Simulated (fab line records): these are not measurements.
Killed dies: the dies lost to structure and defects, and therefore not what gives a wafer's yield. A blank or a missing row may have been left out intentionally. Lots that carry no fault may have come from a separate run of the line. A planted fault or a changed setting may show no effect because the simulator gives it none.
Which tool was responsible?    flow sky130    13 lots, 39 wafers sampled, at 5 steps of a route of 708

## WHAT EACH GAUGE READ, for each wafer
SKY_NWELL_RS_MEAS_31: the measuring method here is four-point-probe. Usual: PWDE_RS 5282 ohm/sq, standard deviation 18.
lot   measured      on             PWDE_RS (ohm/sq)  flag
L334  day 5 07:55   film_metro-04  5271 5273 5263    
L335  day 5 13:52   film_metro-04  5295 5283 5259    
L337  day 6 04:40   film_metro-01  5296 5291 5294    
L339  day 6 14:19   film_metro-02  5290 5288 5297    
L340  day 6 22:40   film_metro-02  5264 5295 5273    
L341  day 7 03:27   film_metro-02  5278 5279 5267    
L342  day 7 06:57   film_metro-02  5305 5331 5320    
L343  day 7 11:53   film_metro-02  5279 5276 5281    
L346  day 8 07:34   film_metro-02  5298 5305 5277    
L349  day 9 04:41   film_metro-04  5304 5295 5302    
L351  day 9 16:19   film_metro-01  5273 5289 5271    
L352  day 9 23:14   film_metro-02  5250 5261 5264    
L355  day 10 18:07  film_metro-02  5276 5290 5265    

SKY_VT_ADJUST_LVTN_OVL_MEAS_07. Usual: VT_ADJUST_LVTN_OVL -0.6 nm, standard deviation 1.2.
lot   measured      on          VT_ADJUST_LVTN_OVL (nm)  flag
L334  day 6 22:07   overlay-01  -2.1 -4.5 -1.1           
L335  day 7 05:12   overlay-02  -0.6 -1.3 0.6            
L337  day 7 19:44   overlay-02  0.2 -1.3 -0.9            
L339  day 8 06:35   overlay-02  1.4 -0.1 -2.1            
L340  day 8 14:50   overlay-01  0.6 -0.1 -2.8            
L341  day 8 19:56   overlay-01  -0.9 0.3 0.4             
L342  day 9 00:17   overlay-01  0.7 -0.2 0.3             
L343  day 9 05:08   overlay-01  -0.5 -1.6 -0.9           
L346  day 10 02:13  overlay-02  -1.8 -0.9 -1.4           
L349  day 11 01:11  overlay-02  -2.2 2.6 -1.4            
L351  day 11 14:41  overlay-02  -2.8 -1.2 -3.2           
L352  day 11 21:32  overlay-02  -2.6 -1.1 -2.7           
L355  day 12 15:59  overlay-01  -0.4 2.4 0.0             

SKY_VT_ADJUST_HVTR_OVL_MEAS_08. Usual: VT_ADJUST_HVTR_OVL 0.9 nm, standard deviation 1.4.
lot   measured      on          VT_ADJUST_HVTR_OVL (nm)              flag
L334  day 9 11:34   overlay-01  1.4 1.0 -1.0                         
L335  day 9 20:20   overlay-01  2.1 0.5 2.3                          
L337  day 10 12:10  overlay-02  0.0 1.4 2.8                          
L339  day 11 00:58  overlay-01  1.9 0.7 -1.2                         
L340  day 11 09:25  overlay-01  2.0 1.3 1.7                          
L341  day 11 14:16  overlay-01  1.2 0.8 1.3                          
L342  day 11 20:22  overlay-01  1.4 3.5 2.3                          
L343  day 12 01:25  overlay-02  112.3 112.9 111.0 110.7 110.4 109.4  OFF
L346  day 13 00:10  overlay-01  0.8 -1.7 0.8                         
L349  day 13 22:22  overlay-02  112.7 114.0 112.2 110.4 111.1 109.6  OFF
L351  day 14 15:15  overlay-01  115.6 114.4 115.1 113.3 112.1 112.8  OFF
L352  day 14 21:37  overlay-02  1.8 0.1 1.3                          
L355  day 15 21:46  overlay-01  1.3 0.5 1.1                          

## TOOL THAT RAN EACH LOT (tool first, then ch and the chambers of the sampled wafers, then the start)
lot   SKY_VT_ADJUST_HVTP_STRIP_10           SKY_VT_ADJUST_HVTR_EXPOSE_04
L334  plasma_asher-03 ch 0, day 6 02:39     iline_stepper-01 ch 0, day 9 01:22
L335  plasma_asher-02 ch 0,1, day 6 08:59   iline_stepper-02 ch 0, day 9 08:59
L337  plasma_asher-04 ch 0,1, day 7 00:08   iline_stepper-01 ch 0, day 10 01:44
L339  plasma_asher-04 ch 0,1, day 7 10:29   iline_stepper-01 ch 0, day 10 13:25
L340  plasma_asher-04 ch 0,1, day 7 18:20   iline_stepper-01 ch 0, day 10 22:01
L341  plasma_asher-03 ch 1, day 7 23:00     iline_stepper-02 ch 0, day 11 02:50
L342  plasma_asher-03 ch 0,1, day 8 02:56   iline_stepper-01 ch 0, day 11 07:59
L343  plasma_asher-03 ch 0,1, day 8 07:32   iline_stepper-01 ch 0, day 11 13:43
L346  plasma_asher-03 ch 0,1, day 9 04:55   iline_stepper-02 ch 0, day 12 12:31
L349  plasma_asher-02 ch 0,1, day 10 02:20  iline_stepper-01 ch 0, day 13 10:41
L351  plasma_asher-04 ch 0,1, day 10 14:35  iline_stepper-01 ch 0, day 14 02:40
L352  plasma_asher-02 ch 0,1, day 10 21:35  iline_stepper-02 ch 0, day 14 08:23
L355  plasma_asher-04 ch 0,1, day 11 17:33  iline_stepper-02 ch 0, day 15 08:04
- SKY_VT_ADJUST_HVTP_STRIP_10: strips in O2/N2.
- SKY_VT_ADJUST_HVTR_EXPOSE_04: exposes mask HVTRM, target cd 380 nm.

## WHAT THE TOOLS THEMSELVES READ (means of the sampled wafers that have a number; where no wafer has one, the mark that the record gives instead)
SKY_VT_ADJUST_HVTP_STRIP_10. Usual: drypump_motor_current_A 5.58 A, standard deviation 0.12; oes_product_au 0.716 a.u., standard deviation 0.005; strip_time_to_endpoint_s 14.19 s, standard deviation 0.033.
lot   tool             drypump_motor_current_A (A)  oes_product_au (a.u.)  strip_time_to_endpoint_s (s)  flag
L334  plasma_asher-03  5.64                         0.717                  14.13                         
L335  plasma_asher-02  5.44                         0.713                  14.20                         
L337  plasma_asher-04  5.50                         0.717                  14.17                         
L339  plasma_asher-04  5.51                         0.717                  14.20                         
L340  plasma_asher-04  5.51                         0.713                  14.25                         
L341  plasma_asher-03  5.68                         0.718                  14.20                         
L342  plasma_asher-03  5.66                         0.718                  14.17                         
L343  plasma_asher-03  5.67                         0.716                  14.20                         
L346  plasma_asher-03  5.68                         0.708                  14.19                         
L349  plasma_asher-02  5.43                         0.717                  14.18                         
L351  plasma_asher-04  5.49                         0.717                  14.18                         
L352  plasma_asher-02  5.44                         0.715                  14.24                         
L355  plasma_asher-04  5.62                         0.718                  14.14                         

SKY_VT_ADJUST_HVTR_EXPOSE_04. Usual: exposure_dose_mJ_cm2 reads 149.96 (standard deviation 0.18).
lot   tool              exposure_dose_mJ_cm2  flag
L334  iline_stepper-01  150.03                
L335  iline_stepper-02  150.19                
L337  iline_stepper-01  149.83                
L339  iline_stepper-01  149.71                
L340  iline_stepper-01  149.93                
L341  iline_stepper-02  149.87                
L342  iline_stepper-01  149.80                
L343  iline_stepper-01  149.80                
L346  iline_stepper-02  150.16                
L349  iline_stepper-01  149.93                
L351  iline_stepper-01  150.03                
L352  iline_stepper-02  149.99                
L355  iline_stepper-02  149.97                

## THE ANSWER, worked out from the rows above alone
Rule: a lot counts as off when the mean over its wafers that have a number is more than 3 standard deviations away from the usual mean. A lot without any number at a reading at which 4 lots or more have one is off too. The other lots that the step has rows for count as sound. First the gauges in route order, then the tools' own readings, where a lot's mean is used as printed above. The first step at which some lot is off is used, and at that step the reading that is off furthest; a lot without a number counts as furthest.
Off: L343, L349, L351, seen at SKY_VT_ADJUST_HVTR_OVL_MEAS_08 (VT_ADJUST_HVTR_OVL).
If a tool, at a process step before that reading, ran all the lots that are off and no sound lot after the first of them, it fits. Those tools and the gauges at SKY_VT_ADJUST_HVTR_OVL_MEAS_08 are tried in the same way. One candidate fits, namely iline_stepper-01 at SKY_VT_ADJUST_HVTR_EXPOSE_04. A fault onset in the window from L342 (day 11 07:59, its last sound lot) to L343 (day 11 13:43, its first lot off) fits.

## WHAT WAS PUT IN BY THE SIMULATOR
Scanner matching overlay: iline_stepper-01, from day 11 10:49 on, at SKY_VT_ADJUST_HVTR_EXPOSE_04. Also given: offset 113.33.
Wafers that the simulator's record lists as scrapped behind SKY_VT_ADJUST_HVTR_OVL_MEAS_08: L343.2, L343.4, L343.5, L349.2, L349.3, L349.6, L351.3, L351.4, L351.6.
Struck lots among those shown: L343, L349, L351. This agrees with what the rule above found.
